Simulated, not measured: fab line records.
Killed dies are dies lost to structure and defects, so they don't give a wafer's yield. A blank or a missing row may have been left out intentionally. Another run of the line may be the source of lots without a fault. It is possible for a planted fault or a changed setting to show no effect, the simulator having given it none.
One fault through the eyes of 2 desks :: flow sfq line :: numbers are kept per desk, each desk with only its own; the story behind them comes last

## TOOL OWNER'S DESK, krf scanner-01
The tool's own readings at SFQ_TRILAYER_C5_LITHO_EXPOSE_152 (exposes mask C5, target cd 500 nm): means of the sampled wafers that have a number, for each lot that ran on this tool. Marked OUT: a lot whose mean sits more than 4 standard deviations from the usual mean, which makes it out of limits; the brackets give that distance.
Columns: A = exposure dose mJ cm2 at SFQ_TRILAYER_C5_LITHO_EXPOSE_152, usual 21.303; B = focus offset nm at SFQ_TRILAYER_C5_LITHO_EXPOSE_152, usual 0.0 nm
lot: L280
first seen here: day 62 04:15
A: 21.313
B: -0.0

lot: L281
first seen here: day 62 08:03
A: 21.310
B: -0.8

lot: L283
first seen here: day 62 14:03
A: 21.292
B: 0.1

lot: L285
first seen here: day 68 06:58
A: 21.289
B: 0.6

lot: L286
first seen here: day 68 07:46
A: 21.306
B: 0.0

lot: L287
first seen here: day 68 08:46
A: 21.319
B: -0.2

lot: L289
first seen here: day 68 16:10
A: 21.318
B: 0.7

lot: L291
first seen here: day 69 00:46
A: 21.307
B: 0.3

lot: L294
first seen here: day 69 19:55
A: 21.298
B: 0.2

lot: L295
first seen here: day 69 22:07
A: 21.273
B: -0.3

lot: L302
first seen here: day 70 17:55
A: 21.298
B: -0.1

lot: L303
first seen here: day 70 18:31
A: 21.320
B: 0.2
Finding of this desk: none of the 12 lots has anything out of limits.

## FROM THE METROLOGY DESK
Lot by lot, what the gauges showed, no matter which tool ran the lot: averages of those sampled wafers that carry a number. Marked OUT: a lot whose mean sits more than 4 standard deviations from the usual mean, which makes it out of limits; the brackets give that distance.
Columns: A = M7_OVL at SFQ_M7_OVL_MEAS_945, usual 0 nm
lot: L280
first seen here: day 73 21:28
A: -6

lot: L281
first seen here: day 74 02:24
A: 0

lot: L283
first seen here: day 74 12:07
A: -2

lot: L285
first seen here: day 77 01:28
A: -1

lot: L286
first seen here: day 77 05:03
A: 3

lot: L287
first seen here: day 77 09:50
A: 1

lot: L289
first seen here: day 78 06:07
A: 9

lot: L291
first seen here: day 78 20:38
A: 6

lot: L294
first seen here: day 80 03:50
A: 3

lot: L295
first seen here: day 80 07:26
A: 1

lot: L302
first seen here: day 82 14:13
A: -2

lot: L303
first seen here: day 82 17:48
A: -6
Finding of this desk: none of the 12 lots has anything out of limits.

## BROUGHT TOGETHER
The tool owner's desk saw nothing out of limits.
Nothing out of limits was seen by the metrology desk.

## WHAT THE SIMULATOR HAD INSERTED
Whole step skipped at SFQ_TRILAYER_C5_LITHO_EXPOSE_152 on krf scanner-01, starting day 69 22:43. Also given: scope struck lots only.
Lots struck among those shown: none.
